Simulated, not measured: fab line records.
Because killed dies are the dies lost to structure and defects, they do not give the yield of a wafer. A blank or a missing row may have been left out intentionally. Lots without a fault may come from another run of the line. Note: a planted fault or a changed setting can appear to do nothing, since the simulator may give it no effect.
A lot that was struck, set against a sound lot -- flow sky130 -- 14 steps out of a route of 708
Sound: these wafers, L324.3, L324.4, L324.6. The struck wafers were L328.1, L328.5, L328.6. The cause comes at the end.
Per side, at each step with rows, come the tool, then ch with its chambers, and then its first start. Under that, the readings that differ: sound wafers -- struck wafers -- difference of the means -- sigmas: that difference in standard deviations of wafers without a fault.
alike: readings with means less than 2 such deviations apart, plus words and numbers identical on both sides. not compared: withheld readings, readings lacking a value on some wafer, bounds such as >300 that could conceal the same value, and numbers that have no deviation in the record and whose values overlap.
Wherever a step has rows on one side only, a row that says differs or no value, or a row with sigmas, the two part there. Numbers that have no deviation but don't overlap get no sigmas and don't part them. A reading missing from all wafers of one side parts the sides only when that side holds two or more wafers.

first, 7 steps without rows for these wafers: SKY_METAL2_HMDS_08 (prime time 60 s); SKY_METAL2_COAT_09 (resist thk 60 nm); SKY_METAL2_COAT_10 (resist thk 450 nm); SKY_METAL2_SOFTBAKE_11 (time 90 s); SKY_METAL2_EXPOSE_12 (exposes mask MM2, target cd 140 nm); SKY_METAL2_PEB_13; SKY_METAL2_DEVELOP_14 (develop time 60 s).
SKY_METAL2_CD_MEAS_15: target cd 140 nm.
  struck on cd_sem-01, day 41 08:59; sound on cd_sem-02, day 40 19:49
  alike: cd_nm
SKY_METAL2_OVL_MEAS_16:
  struck on overlay-02, day 41 09:06; sound on overlay-02, day 40 19:55
  alike: METAL2_OVL
SKY_METAL2_DESCUM_17: chemistry O2, time 8 s.
  sound on rie_metal-02 ch 0,1, day 40 19:57; struck on rie_metal-02 ch 0,1, day 41 09:08
  alike: drypump_motor_current_A, oes_product_au
  not compared: rf_hours_counter_h
SKY_METAL2_ETCH_18: etches BARC in N2/H2, stops on SiO2, time 45.9 s, target depth 60 nm.
  sound on rie_metal-02 ch 0,1, day 40 19:59; struck on rie_metal-02 ch 0,1, day 41 09:10
  alike: drypump_motor_current_A, oes_product_au, throttle_valve_pct
  not compared: rf_hours_counter_h
SKY_METAL2_METAL_ETCH_19: etches the open film in Cl2/BCl3, stops on SiO2, target depth 360 nm, time 78 s.
  sound on rie_metal-02 ch 0,1, day 40 20:04; struck on rie_metal-02 ch 0,1, day 41 09:14
  alike: drypump_motor_current_A, oes_product_au, throttle_valve_pct
  not compared: rf_hours_counter_h
SKY_METAL2_STRIP_20: strips in O2/N2.
  sound on plasma_asher-01 ch 0,1, day 40 20:10; struck on plasma_asher-01 ch 0,1, day 41 09:19
  no value came back on the struck wafers for chamber_pressure_mTorr (mTorr), drypump_motor_current_A (A), oes_product_au (a.u.), strip_time_to_endpoint_s (s); on the sound wafers chamber_pressure_mTorr (mTorr) reads 1499.7 1501.3 1498.6
reading,sound,struck,difference,sigmas
model.KrF-thick_of_METAL2_COAT_10.thk_nm (nm),0 0 0,153.9 148.5 151.4,+151.3,
  not compared: rf_hours_counter_h
then, 1 step without rows for these wafers: SKY_METAL2_STRIP_21 (strips in post etch residue remover, time 1200 s).

== WHERE THEY PART ==
SKY_METAL2_STRIP_20 only, going by this record.

WHY: the cause the simulator had injected
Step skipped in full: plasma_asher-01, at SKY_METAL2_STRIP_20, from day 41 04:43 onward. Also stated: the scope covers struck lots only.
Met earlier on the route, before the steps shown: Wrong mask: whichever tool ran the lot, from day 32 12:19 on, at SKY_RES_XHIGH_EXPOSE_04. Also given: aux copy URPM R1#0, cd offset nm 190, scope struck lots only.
